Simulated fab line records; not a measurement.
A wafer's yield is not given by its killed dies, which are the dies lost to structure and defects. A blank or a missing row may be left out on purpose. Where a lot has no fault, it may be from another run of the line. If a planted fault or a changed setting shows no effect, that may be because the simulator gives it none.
Problem report in the 8D (eight disciplines) form, filled by code -- flow gf180mcu -- the parts of the form that need people (team, actions taken, sign-off) are left out

== 1. WHAT IS WRONG ==
Mean HV_LDD_TW at GF_HV_LDD_TW_MEAS_11: 2216 over 6 wafers in 2 lots; fault-free wafers: 2430, standard deviation 18. Relative to the usual mean, that is a shift of -12 standard deviations.
Earliest sighting: wafer L815.1 on filmMetro-01 at day 13 03:21. The record has a number at this step for 39 wafers belonging to 13 lots. By rule, "out" or "out of limits" means more than 4 standard deviations away from the usual mean. Any other wafer with a number is counted as sound.

== 2. WHAT IT IS; WHAT IT IS NOT ==
question,is,is not
which readings at this step,HV_LDD_TW,-
which lots,"L815, L816","L805, L809, L810, L812, L813, L814, L817, L825, L826, L827, L828"
which wafers of those lots,all that have a number,-
read on which gauges,"filmMetro-01, filmMetro-03",filmMetro-02
when,from day 13 03:21,"up to then (18 sound wafers); but 15 sound wafers of L817, L825, L826, L827, L828 came after"

== 3. WHAT RULES OUT EACH SUSPECT ==
Counting: a tool stays on the suspect list if, at a process step up to the reading, it processed all lots that are out and no sound lot following the first of them.
- the gauge at GF_HV_LDD_TW_MEAS_11: ruled out. Those wafers that are out were read across 2 gauges (filmMetro-01, filmMetro-03).
- implanter-03 at GF_HV_LDD_IMPLANT_09: ruled out as a lasting fault. Sound lots L826, L827, L828 ran on it after its first lot that is out, L815 (day 13 03:06).
Left after counting: nothing in the record.

== 4. THE CAUSE (what the simulator had put in) ==
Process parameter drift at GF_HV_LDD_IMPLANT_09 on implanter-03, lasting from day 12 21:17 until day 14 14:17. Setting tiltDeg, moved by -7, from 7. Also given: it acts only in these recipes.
Counting ruled it out, wrongly: the rule takes a fault to strike every lot that its tool runs from its start on, and this one did not.

== 5. SEQUENCE OF EFFECTS, ordered by route ==
Each row: a reading whose mean over the struck wafers that have a number lies more than 3 standard deviations from the usual. Scope: only readings with a usual standard deviation given in the record; hours: median across lots of the time from each lot's start at the first step in this table that gives one to its start at this step; sigmas: change in usual standard deviations.
hours,step,reading,usual,on struck wafers,change,sigmas
0,GF_HV_LDD_IMPLANT_09,tiltDeg,6.999 degrees,0.006,-6.993,-99 or more
0,GF_HV_LDD_TW_MEAS_11,HV_LDD_TW,2430,2216,-214,-12
64,GF_HV_LDD_RS_MEAS_53,HV_LDD_RS,418.3 ohm/sq,395.4,-22.9,-25
Its process steps:
- GF_HV_LDD_IMPLANT_09

== 6. HOW IT WOULD HAVE BEEN CAUGHT EARLIER ==
In this record the first reading out of limits at a measuring or inspecting step was taken at day 13 03:21, 6 hours after the fault began at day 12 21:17.
The tool's own readings at GF_HV_LDD_IMPLANT_09 were out on every struck wafer that the step has a row for (tiltDeg): an alarm limit on them would have fired on the first of those.
